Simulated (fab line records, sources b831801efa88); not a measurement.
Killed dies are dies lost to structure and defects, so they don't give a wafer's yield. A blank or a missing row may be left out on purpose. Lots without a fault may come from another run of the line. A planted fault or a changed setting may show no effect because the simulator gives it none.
A struck lot beside a sound one | flow gf180mcu | 16 steps out of a route of 602
Sound: wafers L604.1, L604.4, L604.5. Struck: wafers L621.1, L621.3, L621.4. The cause comes at the end.
At each step with rows: each side's tool, then ch and its chambers, then its first start. Under that, the readings that differ: sound wafers | struck wafers | difference of the means | sigmas: that difference in standard deviations of wafers without a fault.
alike: readings whose means differ by less than 2 such deviations, and words and numbers that are the same on both sides. not compared: withheld readings, readings that some wafer has no value for, bounds like >300 that may hide the same value, and numbers for which the record gives no deviation and whose values overlap.
The two part at a step that has a row with sigmas, a row that says differs or no value, or rows on one side only. Numbers that don't overlap but have no deviation are shown without sigmas and don't part them. A reading that every wafer of one side lacks parts them only if that side has two wafers or more.

first, 6 steps without rows for these wafers: GF_M3_HMDS_08 (prime time 60 s); GF_M3_COAT_09 (resist thk 1000 nm); GF_M3_SOFTBAKE_10 (time 60 s); GF_M3_EXPOSE_11 (exposes mask Metal3, target cd 280 nm); GF_M3_PEB_12 (peb time 90 s); GF_M3_DEVELOP_13 (develop time 60 s).
GF_M3_CD_MEAS_14: target cd 280 nm.
  sound on cd_sem-01, day 23 06:52; struck on cd_sem-02, day 28 07:56
  alike: cd_nm
GF_M3_OVL_MEAS_15:
  sound on overlay-01, day 23 06:59; struck on overlay-02, day 28 08:03
  alike: M3_OVL
GF_M3_METAL_ETCH_16: etches the open film in Cl2/BCl3, stops on SiO2, target depth 627.5 nm, time 104.6 s.
  sound on rie_metal-04 ch 0,1, day 23 07:01; struck on rie_metal-02 ch 0,1, day 28 08:05
  reading                     | sound       | struck      | difference | sigmas
  drypump_motor_current_A (A) | 4.9 4.9 5.2 | 5.6 5.6 5.9 | +0.7       | +2
  alike: oes_product_au, throttle_valve_pct
  not compared: rf_hours_counter_h
GF_M3_STRIP_17: strips in O2/N2.
  sound on plasma_asher-01 ch 0,1, day 23 07:08; struck on plasma_asher-01 ch 0,1, day 28 08:11
  alike: drypump_motor_current_A, heater_power_w, o2_flow_sccm, oes_product_au, strip_time_to_endpoint_s
  not compared: rf_hours_counter_h
then, 2 steps without rows for these wafers: GF_M3_STRIP_18 (strips in post etch residue remover, time 1200 s); GF_M3_CLEAN_19 (cleans in DIW).
GF_V3_CVD_00: deposits SiO2, target thk 600 nm, time 100 s.
  sound on hdpcvd-01 ch 0,1,2, day 23 07:40; struck on hdpcvd-02 ch 0,1,2, day 28 08:46
  reading                             | sound             | struck            | difference | sigmas
  sih4_flow_sccm (sccm)               | 60.25 60.05 59.71 | 51.11 50.88 51.14 | -8.96      | -53
  model.SiO2_of_V3_CVD_00.thk_nm (nm) | 595.4 598.3 592.7 | 507.4 511.3 506.6 | -87.0      |
GF_V3_THK_MEAS_01:
  sound on film_metro-02, day 23 07:44; struck on film_metro-01, day 28 08:50
  reading            | sound       | struck      | difference | sigmas
  V3_CVD_00_THK (nm) | 596 598 593 | 507 511 507 | -87        | -16
GF_V3_CVD_02: deposits SiO2 from TEOS, target thk 850 nm, time 94.851 s.
  sound on pecvd-01 ch 0,2, day 23 07:47; struck on pecvd-02 ch 1,2, day 28 08:54
  alike: heater_power_w
GF_PASSIVATION_PROBE_99:
  the record has rows for the sound wafers here (prober-01, day 30 15:38) and none for the struck ones

WHERE THEY PART
First at GF_M3_METAL_ETCH_16; last, within this record, at GF_PASSIVATION_PROBE_99.

WHY: what the simulator had put in
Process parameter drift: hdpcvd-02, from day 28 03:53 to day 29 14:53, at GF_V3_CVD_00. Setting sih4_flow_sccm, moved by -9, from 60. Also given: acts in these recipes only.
